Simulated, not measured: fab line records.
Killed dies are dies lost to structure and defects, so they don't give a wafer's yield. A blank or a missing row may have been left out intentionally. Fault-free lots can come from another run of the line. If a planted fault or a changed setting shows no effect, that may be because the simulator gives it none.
Problem report, 8D (eight disciplines) form, completed by code	flow gf180mcu	the parts of the form that need people (team, actions taken, sign-off) are left out

== 1. PROBLEM STATEMENT ==
Mean of strip time to endpoint s at GF_VT_IMPLANT_STRIP_09: 11.70 s across 6 wafers in 2 lots; on wafers with no fault it is 12.63 s (standard deviation 0.035). That puts it -27 standard deviations away from the usual mean.
The step: strips in O2/N2.
First seen on wafer L577.1, day 8 11:10, on plasma asher-03. The record has a number at this step for 33 wafers belonging to 11 lots. Rule for "out", or "out of limits": more than 4 standard deviations from the usual mean. All remaining wafers that have a number are taken as sound.

== 2. WHAT IT IS, AND WHAT IT ISN'T ==
question	is	is not
which readings at this step	strip time to endpoint s	chamber pressure mTorr, drypump motor current A, heater power w
which lots	L577, L579	L566, L569, L571, L573, L574, L575, L576, L586, L589
which wafers of those lots	all that have a number	-
read on which tools	plasma asher-01, plasma asher-03	plasma asher-04
when	from day 8 11:10	up to then (21 sound wafers); but 6 sound wafers of L586, L589 came after

== 3. WHAT RULES OUT EACH SUSPECT ==
Counting: a tool at any process step up to the reading remains a suspect when it ran all the lots that are out and ran no sound lot after the first of those.
- cmp-02 at GF_STI_CMP_25 (polishes, stops on Si3N4, t overpolish 33 s, target thk 524.6 nm): ruled out as a lasting fault. After its first lot that is out, L577 (day 4 12:01), sound lots L586, L589 ran on it.
- plasma asher-02 at GF_DNWELL_STRIP_08 (strips in O2/N2): ruled out as a lasting fault. After its first lot that is out, L577 (day 5 04:48), sound lots L586 ran on it.
- plasma asher-03 at GF_MVSD_STRIP_10 (strips in O2/N2): kept. Every lot that is out went through it, starting with L577 (day 7 03:20), and after that it ran no sound lot; the last sound lot it ran before then is L576 (day 6 21:37).
- litho track-03 at GF_VT_IMPLANT_COAT_02 (resist thk 1000 nm): kept. Every lot that is out went through it, starting with L577 (day 8 03:26), and after that it ran no sound lot; the last sound lot it ran before then is L576 (day 7 21:17).
After counting, plasma asher-03 at GF_MVSD_STRIP_10 and litho track-03 at GF_VT_IMPLANT_COAT_02 remain.

== 4. THE CAUSE (what the simulator had put in) ==
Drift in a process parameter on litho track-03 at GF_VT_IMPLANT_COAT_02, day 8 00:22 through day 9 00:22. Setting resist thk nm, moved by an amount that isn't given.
Counting left 2 suspects, and this tool is among them.

== 5. THE EFFECT CHAIN, in route order ==
Rows list readings where the struck wafers' mean (over those with a number) sits beyond 3 standard deviations from the usual. Only readings whose record carries a usual standard deviation are examined. hours: median over the lots of the time between each lot's start at the first step of this table that gives one and its start at this step. sigmas: the change, counted in usual standard deviations.
hours	step	reading	usual	on struck wafers	change	sigmas
0	GF_VT_IMPLANT_STRIP_09	strip time to endpoint s	12.63 s	11.70	-0.93	-27
The process steps in it:
- GF_VT_IMPLANT_STRIP_09: strips in O2/N2.

== 6. WHAT WOULD HAVE CAUGHT IT SOONER ==
First out-of-limits reading in this record: day 8 11:10, which is 11 hours after fault onset at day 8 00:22.
Lots out: 2; of these, L579 started GF_VT_IMPLANT_COAT_02 on litho track-03 after day 8 11:10. A hold on the tool at that time would have spared it.
